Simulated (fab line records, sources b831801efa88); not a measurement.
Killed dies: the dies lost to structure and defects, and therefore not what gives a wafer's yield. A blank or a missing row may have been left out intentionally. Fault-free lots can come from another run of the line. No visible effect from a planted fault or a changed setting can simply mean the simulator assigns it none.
One fault seen from 2 desks ; flow gf180mcu ; every desk sees just its own numbers, and what lay behind them comes last

== FROM THE METROLOGY DESK ==
Lot by lot, what the gauges showed, no matter which tool ran the lot: averages of those sampled wafers that carry a number. Marked OUT: a lot whose mean sits more than 4 standard deviations from the usual mean, which makes it out of limits; the brackets give that distance.
Columns: A = TOP_METAL_OVL at GF_TOP_METAL_OVL_MEAS_15, usual 0.8 nm
lot;first seen here;A
L177;day 28 22:36;0.0
L176;day 29 03:16;0.4
L180;day 29 06:03;0.7
L181;day 29 06:29;0.4
L182;day 29 11:34;2.9
L185;day 30 12:36;-0.6
L186;day 30 15:27;2.3
L187;day 30 21:48;2.6
L188;day 31 02:28;0.2
L191;day 32 06:19;163.1 (+99 or more) OUT
L195;day 33 01:05;161.9 (+99 or more) OUT
L197;day 33 13:28;1.0
This desk finds L191, L195 out of limits, with the earliest case on L191 at day 32 06:19 (TOP_METAL_OVL at GF_TOP_METAL_OVL_MEAS_15). L177, L176, L180, L181, L182, L185, L186, L187, L188, L197: within limits.

== THE TOOL OWNER'S DESK: iline-stepper-02 ==
The tool's own readings at GF_TOP_METAL_EXPOSE_11 (exposes mask MetalTop, target cd 440 nm): means of the sampled wafers that have a number, for each lot that ran on this tool. Marked OUT: a lot whose mean sits more than 4 standard deviations from the usual mean, which makes it out of limits; the brackets give that distance.
Columns: A = focus-offset-nm at GF_TOP_METAL_EXPOSE_11, usual -0.1 nm
lot;first seen here;A
L177;day 28 11:54;-0.7
L176;day 28 16:30;0.2
L181;day 28 20:02;0.5
L182;day 29 01:16;0.5
L185;day 30 03:44;-0.6
L191;day 31 22:05;0.1
L195;day 32 17:16;0.4
This desk's verdict: no lot among the 7 shows anything out of limits.

== PUT TOGETHER ==
L191, L195 would have let the metrology desk raise an alarm at day 32 06:19.
The tool owner's desk saw nothing out of limits.
Tool owner's desk: L191, L195 on record, inside its limits.
All the named lots went through GF_TOP_METAL_EXPOSE_11 on iline-stepper-02.

== WHAT THE SIMULATOR PUT IN ==
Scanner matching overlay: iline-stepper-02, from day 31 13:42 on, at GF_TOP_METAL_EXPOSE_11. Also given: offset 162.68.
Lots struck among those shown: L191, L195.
Hours from the fault's start to each desk's first reading out of limits: the metrology desk, 17.
